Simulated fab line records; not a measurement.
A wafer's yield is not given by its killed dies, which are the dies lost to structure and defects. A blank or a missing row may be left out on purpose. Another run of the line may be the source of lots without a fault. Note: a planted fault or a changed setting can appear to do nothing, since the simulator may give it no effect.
A single fault, viewed from 2 desks	flow gf180mcu	each desk holds nothing but its own numbers, with what lay behind them at the end

## DESK OF THE TOOL OWNER: implanter-03
For each lot that ran on this tool, the mean over its sampled wafers that have a number, from the tool's own readings at GF_MVPSD_IMPLANT_08. Any lot whose mean is over 4 standard deviations away from the usual mean is out of limits and marked OUT; that distance is given in the brackets.
Columns: A = beamEnergyKeV at GF_MVPSD_IMPLANT_08, usual 169.99; B = doseIonsCm2 at GF_MVPSD_IMPLANT_08, usual 1.5118e+13; C = tiltDeg at GF_MVPSD_IMPLANT_08, usual -0.004 degrees
lot	first seen here	A	B	C
L882	day 5 16:46	170.04	1.5127e+13	0.018
L887	day 6 20:32	173.21 (+73) OUT	1.5138e+13	-0.017
L891	day 7 16:33	173.24 (+74) OUT	1.5106e+13	0.005
L903	day 10 22:13	169.97	1.5123e+13	-0.038
This desk's finding: out of limits on L887, L891; first on L887, day 6 20:32 (beamEnergyKeV at GF_MVPSD_IMPLANT_08). L882, L903: within limits.

## METROLOGY DESK
What the gauges read, lot by lot, whatever tool the lot ran on: means of the sampled wafers that have a number. Any lot whose mean is over 4 standard deviations away from the usual mean is out of limits and marked OUT; that distance is given in the brackets.
Columns: A = cdNm at GF_STI_CD_MEAS_12, usual 219.7 nm; B = HV_LDD_CVD_54_THK at GF_HV_LDD_THK_MEAS_55, usual 10.03 nm
lot	first seen here	A	B
L880	day 2 02:59	219.9	10.05
L881	day 2 06:37	217.5	9.80
L882	day 2 11:47	219.3	10.09
L885	day 3 08:00	218.8	10.01
L887	day 3 14:49	218.7	10.17
L888	day 3 18:07	219.2	10.13
L891	day 4 09:46	216.4	10.04
L893	day 4 22:22	221.4	10.25
L894	day 5 00:52	220.4	9.95
L897	day 5 16:57	220.2	9.96
L899	day 6 02:59	220.6	10.09
L901	day 6 13:16	220.5	9.81
L902	day 6 18:19	219.2	9.95
L903	day 7 00:20	219.0	10.05
Result from this desk: across the 14 lots, nothing is out of limits.

## ALL TOGETHER
At day 6 20:32, on L887, L891, the tool owner's desk was in a position to raise an alarm.
From the metrology desk's view, nothing was out of limits.
The metrology desk holds a record of L887, L891, inside its limits.
Every lot named ran GF_MVPSD_IMPLANT_08 on implanter-03.

## WHAT THE SIMULATOR PUT IN
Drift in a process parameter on implanter-03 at GF_MVPSD_IMPLANT_08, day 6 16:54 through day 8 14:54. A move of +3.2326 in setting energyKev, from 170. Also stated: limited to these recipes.
Struck lots among those shown: L887, L891.
Delay in hours, fault start to first out-of-limits reading, by desk: the tool owner's desk at 4.
